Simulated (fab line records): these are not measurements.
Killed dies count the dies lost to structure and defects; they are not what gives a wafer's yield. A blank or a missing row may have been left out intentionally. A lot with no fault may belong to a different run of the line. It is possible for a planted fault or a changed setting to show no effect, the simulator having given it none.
Struck lot and sound lot, side by side    flow sky130    21 out of 708 route steps
Sound: the wafers L390.1, L390.2, L390.3. The struck wafers were L400.2, L400.5, L400.6. The cause is named last.
Per side, at each step with rows, come the tool, then ch with its chambers, and then its first start. Under that, the readings that differ: sound wafers    struck wafers    difference of the means    sigmas: that difference in standard deviations of wafers without a fault.
alike: same words and numbers on both sides, and readings whose means sit less than 2 such deviations apart. not compared: any withheld reading, any reading some wafer has no value for, any bound like >300 that may hide the same value, and any number with overlapping values for which the record gives no deviation.
Wherever a step has rows on one side only, a row that says differs or no value, or a row with sigmas, the two part there. Numbers that have no deviation but don't overlap get no sigmas and don't part them. Lack of a reading on every wafer of one side parts them only where that side has two or more wafers.

first, 1 step without rows for these wafers: SKY_GATE_OXIDE_DEVELOP_09 (develop time 60 s).
SKY_GATE_OXIDE_OVL_MEAS_10:
  sound: overlay-02 at day 16 00:57; struck: overlay-02 at day 21 16:47
  alike: GATE_OXIDE_OVL
then, 2 steps without rows for these wafers: SKY_GATE_OXIDE_IMPLANT_11; SKY_GATE_OXIDE_WET_ETCH_12 (etches SiO2 in dHF, target depth 16.8 nm, time 336 s).
SKY_GATE_OXIDE_STRIP_13: strips in O2/N2.
  sound on plasma-asher-02 ch 0,1, day 16 01:14; struck on plasma-asher-02 ch 0,1, day 21 17:04
reading                sound              struck             difference  sigmas
oes-product-au (a.u.)  0.721 0.717 0.719  0.708 0.715 0.705  -0.010      -2
  alike: drypump-motor-current-A, strip-time-to-endpoint-s
  not compared: rf-hours-counter-h
SKY_GATE_OXIDE_TW_MEAS_14:
  sound: film-metro-01 at day 16 01:20; struck: film-metro-03 at day 21 17:10
  alike: GATE_OXIDE_TW
then, 3 steps without rows for these wafers: SKY_GATE_OXIDE_CLEAN_15 (cleans in SC1/SC2, time 150 s); SKY_GATE_OXIDE_OXIDATION_16 (stabilise 600 s, purge 300 s, target thk 3.57 nm); SKY_POLY_GATE_CVD_00 (deposits poly-Si, target thk 180 nm, time 720 s).
SKY_POLY_GATE_THK_MEAS_01:
  sound: film-metro-03 at day 16 04:32; struck: film-metro-02 at day 21 20:59
reading                    sound              struck             difference  sigmas
POLY_GATE_CVD_00_THK (nm)  177.0 176.5 178.0  182.3 180.6 180.6  +4.0        +3
then, 2 steps without rows for these wafers: SKY_RES_PROTECT_DEHYDRATE_00 (time 60 s); SKY_RES_PROTECT_HMDS_01 (prime time 60 s).
SKY_RES_PROTECT_COAT_02: resist thk 1140 nm.
  sound on litho-track-02 ch 0, day 16 18:38; struck on litho-track-01 ch 0, day 22 11:19
reading                                           sound                 struck                difference  sigmas
spin-speed-rpm (rpm)                              3000.4 3000.3 3001.8  2908.7 2912.7 2908.1  -91.0       -35
model.NOVOLAK_of_RES_PROTECT_COAT_02.thk-nm (nm)  1142 1138 1141        1156 1160 1158        +18         
then, 3 steps without rows for these wafers: SKY_RES_PROTECT_SOFTBAKE_03 (time 60 s); SKY_RES_PROTECT_EXPOSE_04 (exposes mask RPM, target cd 1270 nm); SKY_RES_PROTECT_PEB_05.
SKY_RES_PROTECT_DEVELOP_06: develop time 60 s.
  sound on litho-track-02 ch 0, day 17 08:38; struck on litho-track-03 ch 0, day 23 02:35
reading                                           sound           struck          difference  sigmas
model.NOVOLAK_of_RES_PROTECT_COAT_02.thk-nm (nm)  1141 1138 1141  1156 1160 1157  +18         
  alike: developer-temp-C
then, 1 step without rows for these wafers: SKY_POLY_GATE_IMPLANT_02.
SKY_RES_PROTECT_STRIP_07: strips in O2/N2.
  sound on plasma-asher-03 ch 0,1, day 17 08:56; struck on plasma-asher-03 ch 0,1, day 23 02:51
reading                       sound              struck             difference  sigmas
strip-time-to-endpoint-s (s)  23.29 23.26 23.28  23.45 23.50 23.47  +0.20       +5
  alike: drypump-motor-current-A, oes-product-au
  not compared: rf-hours-counter-h
SKY_RES_PROTECT_TW_MEAS_08:
  sound: film-metro-01 at day 17 09:02; struck: film-metro-01 at day 23 02:58
  alike: POLY_GATE_TW
then, 1 step without rows for these wafers: SKY_PAD_OPEN_PROBE_99.

== WHERE THEY PART ==
First at SKY_GATE_OXIDE_STRIP_13; last, within this record, at SKY_RES_PROTECT_STRIP_07. Later steps at which nothing parts them and some readings are alike: SKY_RES_PROTECT_TW_MEAS_08.

WHY: the cause the simulator had injected
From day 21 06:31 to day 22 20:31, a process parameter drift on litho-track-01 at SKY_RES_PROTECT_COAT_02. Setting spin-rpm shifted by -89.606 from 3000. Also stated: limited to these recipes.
